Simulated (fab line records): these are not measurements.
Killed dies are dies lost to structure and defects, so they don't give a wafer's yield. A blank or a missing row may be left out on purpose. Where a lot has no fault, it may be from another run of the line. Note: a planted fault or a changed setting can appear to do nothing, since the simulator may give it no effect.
A struck lot beside a sound one -- flow sky130 -- 27 steps out of a route of 708
Sound: the wafers L240.1, L240.2, L240.5. Wafers struck: L230.1, L230.3, L230.4. Last of all comes the cause.
For every step that has rows: the tool of each side, followed by ch and its chambers, followed by its first start. Under that, the readings that differ: sound wafers -- struck wafers -- difference of the means -- sigmas: that difference in standard deviations of wafers without a fault.
alike: readings whose means differ by less than 2 such deviations, and words and numbers that are the same on both sides. not compared: withheld readings, readings that some wafer has no value for, bounds like >300 that may hide the same value, and numbers for which the record gives no deviation and whose values overlap.
Wherever a step has rows on one side only, a row that says differs or no value, or a row with sigmas, the two part there. When numbers do not overlap yet have no deviation, they are printed without sigmas and do not part them. A reading that every wafer of one side lacks parts them only if that side has two wafers or more.

SKY_VT_ADJUST_LVTN_STRIP_20: strips in O2/N2.
  sound on plasma-asher-01 ch 0,1, day 13 02:21; struck on plasma-asher-02 ch 0,1, day 10 05:44
reading,sound,struck,difference,sigmas
strip-time-to-endpoint-s (s),14.08 14.17 14.11,14.22 14.22 14.23,+0.10,+3
  alike: chamber-pressure-mTorr, drypump-motor-current-A, oes-product-au
  not compared: rf-hours-counter-h
SKY_VT_ADJUST_LVTN_TW_MEAS_21:
  sound: film-metro-01 at day 13 02:27; struck: film-metro-02 at day 10 05:50
  alike: VT_ADJUST_LVTN_2_TW
then, 7 steps without rows for these wafers: SKY_VT_ADJUST_NCORE_DEHYDRATE_00 (time 60 s); SKY_VT_ADJUST_NCORE_HMDS_01 (prime time 60 s); SKY_VT_ADJUST_NCORE_COAT_02 (resist thk 1140 nm); SKY_VT_ADJUST_NCORE_SOFTBAKE_03 (time 58.28 s); SKY_VT_ADJUST_NCORE_EXPOSE_04 (exposes mask LVTN COMPLEMENT THIN, target cd 380 nm); SKY_VT_ADJUST_NCORE_PEB_05; SKY_VT_ADJUST_NCORE_DEVELOP_06 (develop time 60 s).
SKY_VT_ADJUST_NCORE_CD_MEAS_07 targets a cd of 380 nm.
  sound: cd-sem-02 at day 14 04:19; struck: cd-sem-02 at day 11 05:15
  alike: cd-nm
SKY_VT_ADJUST_NCORE_OVL_MEAS_08:
  sound: overlay-01 at day 14 04:26; struck: overlay-01 at day 11 05:22
  alike: VT_ADJUST_NCORE_OVL
following that, these wafers have no rows for 1 step: SKY_VT_ADJUST_NCORE_IMPLANT_09.
SKY_VT_ADJUST_NCORE_STRIP_10: strips in O2/N2.
  sound on plasma-asher-04 ch 0,1, day 14 04:37; struck on plasma-asher-02 ch 0,1, day 11 05:34
  no value came back on the struck wafers for chamber-pressure-mTorr (mTorr), drypump-motor-current-A (A), oes-product-au (a.u.), strip-time-to-endpoint-s (s); on the sound wafers chamber-pressure-mTorr (mTorr) reads 1497.2 1498.7 1498.8
reading,sound,struck,difference,sigmas
model.NOVOLAK_of_VT_ADJUST_NCORE_COAT_02.thk-nm (nm),0 0 0,1145 1145 1143,+1144,
  not compared: rf-hours-counter-h
SKY_VT_ADJUST_NCORE_TW_MEAS_11:
  sound: film-metro-04 at day 14 04:43; struck: film-metro-02 at day 11 05:40
  alike: VT_ADJUST_NCORE_TW
then, 7 steps without rows for these wafers: SKY_VT_ADJUST_HVTR_DEHYDRATE_00 (time 60 s); SKY_VT_ADJUST_HVTR_HMDS_01 (prime time 60 s); SKY_VT_ADJUST_HVTR_COAT_02 (resist thk 1140 nm); SKY_VT_ADJUST_HVTR_SOFTBAKE_03 (time 60 s); SKY_VT_ADJUST_HVTR_EXPOSE_04 (exposes mask HVTRM, target cd 380 nm); SKY_VT_ADJUST_HVTR_PEB_05; SKY_VT_ADJUST_HVTR_DEVELOP_06 (develop time 60 s).
SKY_VT_ADJUST_HVTR_CD_MEAS_07 targets a cd of 380 nm.
  sound: cd-sem-01 at day 15 07:22; struck: cd-sem-01 at day 12 05:10
  alike: cd-nm
SKY_VT_ADJUST_HVTR_OVL_MEAS_08:
  sound: overlay-01 at day 15 07:29; struck: overlay-02 at day 12 05:17
reading,sound,struck,difference,sigmas
VT_ADJUST_HVTR_OVL (nm),-1.8 -2.3 -2.5,2.0 0.9 1.1,+3.5,+2
following that, these wafers have no rows for 1 step: SKY_VT_ADJUST_HVTR_IMPLANT_09.
SKY_VT_ADJUST_HVTR_STRIP_10: strips in O2/N2.
  sound on plasma-asher-04 ch 0,1, day 15 07:40; struck on plasma-asher-04 ch 0,1, day 12 05:28
reading,sound,struck,difference,sigmas
strip-time-to-endpoint-s (s),14.12 14.14 14.14,31.28 31.35 31.31,+17.18,+99 or more
  alike: chamber-pressure-mTorr, drypump-motor-current-A, oes-product-au
  not compared: rf-hours-counter-h
SKY_VT_ADJUST_HVTR_TW_MEAS_11:
  sound: film-metro-04 at day 15 07:46; struck: film-metro-01 at day 12 05:34
reading,sound,struck,difference,sigmas
VT_ADJUST_HVTR_TW,212.5 212.6 213.5,29.9 29.6 29.7,-183.1,-99 or more
then, 1 step without rows for these wafers: SKY_VT_ADJUST_PCH_DEHYDRATE_00 (time 60 s).

== WHERE THEY PART ==
First at SKY_VT_ADJUST_LVTN_STRIP_20; last, within this record, at SKY_VT_ADJUST_HVTR_TW_MEAS_11.

WHY: the cause the simulator had injected
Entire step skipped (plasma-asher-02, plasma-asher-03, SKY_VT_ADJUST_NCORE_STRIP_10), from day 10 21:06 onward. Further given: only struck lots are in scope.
